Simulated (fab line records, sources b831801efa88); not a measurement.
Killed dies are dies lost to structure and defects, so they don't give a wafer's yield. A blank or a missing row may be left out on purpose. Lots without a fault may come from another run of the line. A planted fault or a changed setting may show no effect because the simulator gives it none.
Which tool did it? | flow gf180mcu | 15 lots, 45 wafers sampled, at 5 steps of a route of 602

WHAT THE GAUGES READ, wafer by wafer
GF_STI_BOW_MEAS_00. Usual: INCOMING_BOW 0 um, standard deviation 6.6.
lot  | measured    | on            | INCOMING_BOW (um) | flag
L702 | day 1 10:00 | film_metro-04 | -4 2 -13          |
L703 | day 1 15:01 | film_metro-01 | -7 -3 3           |
L704 | day 1 20:02 | film_metro-04 | 10 -4 4           |
L705 | day 2 01:00 | film_metro-04 | -3 9 -12          |
L707 | day 2 11:01 | film_metro-01 | 2 7 -9            |
L708 | day 2 16:00 | film_metro-04 | -9 1 -8           |
L709 | day 2 21:00 | film_metro-04 | -6 -3 -1          |
L711 | day 3 07:00 | film_metro-01 | 1 -2 13           |
L712 | day 3 12:00 | film_metro-04 | -7 0 -6           |
L718 | day 4 18:01 | film_metro-01 | -9 4 7            |
L720 | day 5 04:00 | film_metro-04 | -3 7 -1           |
L721 | day 5 09:00 | film_metro-04 | -2 2 -10          |
L723 | day 5 19:01 | film_metro-01 | -2 1 -4           |
L724 | day 6 00:01 | film_metro-04 | -11 -4 -10        |
L725 | day 6 05:04 | film_metro-04 | -7 -1 7           |

GF_STI_THK_MEAS_30. Usual: STI_OXIDATION_02_THK 10.00 nm, standard deviation 0.22.
lot  | measured    | on            | STI_OXIDATION_02_THK (nm) | flag
L702 | day 3 01:26 | film_metro-01 | 10.10 10.17 10.31         |
L703 | day 3 01:26 | film_metro-04 | 10.30 10.30 10.37         |
L704 | day 3 09:37 | film_metro-04 | 10.02 10.28 10.22         |
L705 | day 3 09:35 | film_metro-01 | 9.98 10.16 10.16          |
L707 | day 3 21:03 | film_metro-01 | 9.88 9.91 9.83            |
L708 | day 3 21:00 | film_metro-04 | 9.69 9.85 9.53            |
L709 | day 4 03:39 | film_metro-01 | 9.87 9.86 10.04           |
L711 | day 4 07:43 | film_metro-04 | 9.68 9.82 9.75            |
L712 | day 4 12:18 | film_metro-04 | 9.86 9.98 10.05           |
L718 | day 5 17:14 | film_metro-01 | 9.74 9.88 9.63            |
L720 | day 6 02:05 | film_metro-04 | 10.05 9.91 9.89           |
L721 | day 6 06:57 | film_metro-01 | 9.97 10.07 10.05          |
L723 | day 6 18:10 | film_metro-03 | 9.81 9.76 9.69            |
L724 | day 6 22:44 | film_metro-04 | 9.91 9.96 9.99            |
L725 | day 7 04:02 | film_metro-04 | 9.95 10.01 9.96           |

GF_MVPSD_TW_MEAS_11. Usual: MVPSD_TW 554, standard deviation 4.4.
lot  | measured     | on            | MVPSD_TW                | flag
L702 | day 5 18:20  | film_metro-03 | 547 549 548             |
L703 | day 5 19:47  | film_metro-03 | 549 551 547             |
L704 | day 6 05:33  | film_metro-03 | 548 550 549             |
L705 | day 6 06:11  | film_metro-02 | 554 558 557             |
L707 | day 6 19:17  | film_metro-01 | 556 559 557             |
L708 | day 6 18:56  | film_metro-01 | 558 556 556             |
L709 | day 7 06:26  | film_metro-01 | 322 322 324 322 323 324 | OFF
L711 | day 7 08:41  | film_metro-02 | 319 321 320 320 321 321 | OFF
L712 | day 7 15:08  | film_metro-01 | 322 322 323 322 321 324 | OFF
L718 | day 9 00:38  | film_metro-01 | 556 558 556             |
L720 | day 9 09:17  | film_metro-02 | 554 556 560             |
L721 | day 9 15:20  | film_metro-02 | 558 557 561             |
L723 | day 10 04:14 | film_metro-02 | 560 556 556             |
L724 | day 10 08:08 | film_metro-02 | 558 559 557             |
L725 | day 10 13:22 | film_metro-03 | 548 550 552             |

GF_DUAL_GATE_OVL_MEAS_11. Usual: DUAL_GATE_OVL -0.8 nm, standard deviation 1.3.
lot  | measured     | on         | DUAL_GATE_OVL (nm) | flag
L702 | day 9 04:05  | overlay-01 | -2.4 1.8 0.4       |
L703 | day 9 06:04  | overlay-02 | 1.2 3.5 0.4        |
L704 | day 9 14:42  | overlay-01 | -1.9 -2.3 0.2      |
L705 | day 9 16:59  | overlay-01 | -1.5 -1.1 -3.3     |
L707 | day 10 06:18 | overlay-02 | -0.3 0.2 -0.4      |
L708 | day 10 06:08 | overlay-02 | -0.2 0.7 -0.3      |
L718 | day 12 20:09 | overlay-02 | 1.5 -1.1 0.2       |
L720 | day 13 05:53 | overlay-01 | 2.0 -0.7 -0.2      |
L721 | day 13 16:23 | overlay-02 | -1.9 -0.9 -1.2     |
L723 | day 14 07:45 | overlay-02 | -2.4 -2.1 -1.0     |
L724 | day 14 10:18 | overlay-01 | -0.6 0.4 0.5       |
L725 | day 14 16:46 | overlay-02 | -0.7 -0.2 -2.7     |

WHICH TOOL RAN EACH LOT (tool, then ch and the chambers of the sampled wafers, then the start)
lot  | GF_MVPSD_IMPLANT_08
L702 | implanter-01 ch 0, day 5 17:56
L703 | implanter-02 ch 0, day 5 19:24
L704 | implanter-04 ch 0, day 6 05:11
L705 | implanter-01 ch 0, day 6 05:47
L707 | implanter-02 ch 0, day 6 18:54
L708 | implanter-01 ch 0, day 6 18:32
L709 | implanter-04, day 7 06:02
L711 | implanter-01, day 7 08:17
L712 | implanter-04, day 7 14:44
L718 | implanter-04 ch 0, day 9 00:15
L720 | implanter-04 ch 0, day 9 08:53
L721 | implanter-01 ch 0, day 9 14:56
L723 | implanter-01 ch 0, day 10 03:51
L724 | implanter-04 ch 0, day 10 07:45
L725 | implanter-04 ch 0, day 10 13:00
- GF_MVPSD_IMPLANT_08

WHAT THE TOOLS THEMSELVES READ (means of the sampled wafers that have a number; where no wafer has one, the mark that the record gives instead)
GF_MVPSD_IMPLANT_08. Usual: beam_energy_keV 170.00, standard deviation 0.054; beam_on_s 10.01 s, standard deviation 0.19.
lot  | tool         | beam_energy_keV | beam_on_s (s) | flag
L702 | implanter-01 | 169.96          | 9.97          |
L703 | implanter-02 | 169.96          | 10.18         |
L704 | implanter-04 | 170.07          | 9.91          |
L705 | implanter-01 | 169.97          | 10.00         |
L707 | implanter-02 | 170.01          | 9.99          |
L708 | implanter-01 | 169.98          | 10.17         |
L709 | implanter-04 | -               | -             | OFF
L711 | implanter-01 | -               | -             | OFF
L712 | implanter-04 | -               | -             | OFF
L718 | implanter-04 | 170.00          | 10.04         |
L720 | implanter-04 | 170.03          | 10.12         |
L721 | implanter-01 | 169.99          | 10.07         |
L723 | implanter-01 | 170.03          | 10.11         |
L724 | implanter-04 | 170.06          | 9.83          |
L725 | implanter-04 | 169.93          | 9.82          |

THE ANSWER, worked out from the rows above alone
Rule: a lot is off if the mean of its wafers that have a number lies more than 3 standard deviations from the usual mean. A lot without any number at a reading at which 4 lots or more have one is off too. The other lots that the step has rows for count as sound. The gauges are gone through in route order, then the tools' own readings, and for those a lot's mean is taken as printed above. The first step at which some lot is off is used, and at that step the reading that is off furthest; a lot without a number counts as furthest.
Off: L709, L711, L712, at GF_MVPSD_TW_MEAS_11 (MVPSD_TW).
A tool fits if, at a process step before that reading, it ran every lot that is off, and no sound lot after the first of them. The gauges at GF_MVPSD_TW_MEAS_11 aren't tried: what is off there is off at GF_MVPSD_IMPLANT_08 too, on other tools, and a gauge's error can't cause that. None of those tried fits.

WHAT THE SIMULATOR HAD PUT IN
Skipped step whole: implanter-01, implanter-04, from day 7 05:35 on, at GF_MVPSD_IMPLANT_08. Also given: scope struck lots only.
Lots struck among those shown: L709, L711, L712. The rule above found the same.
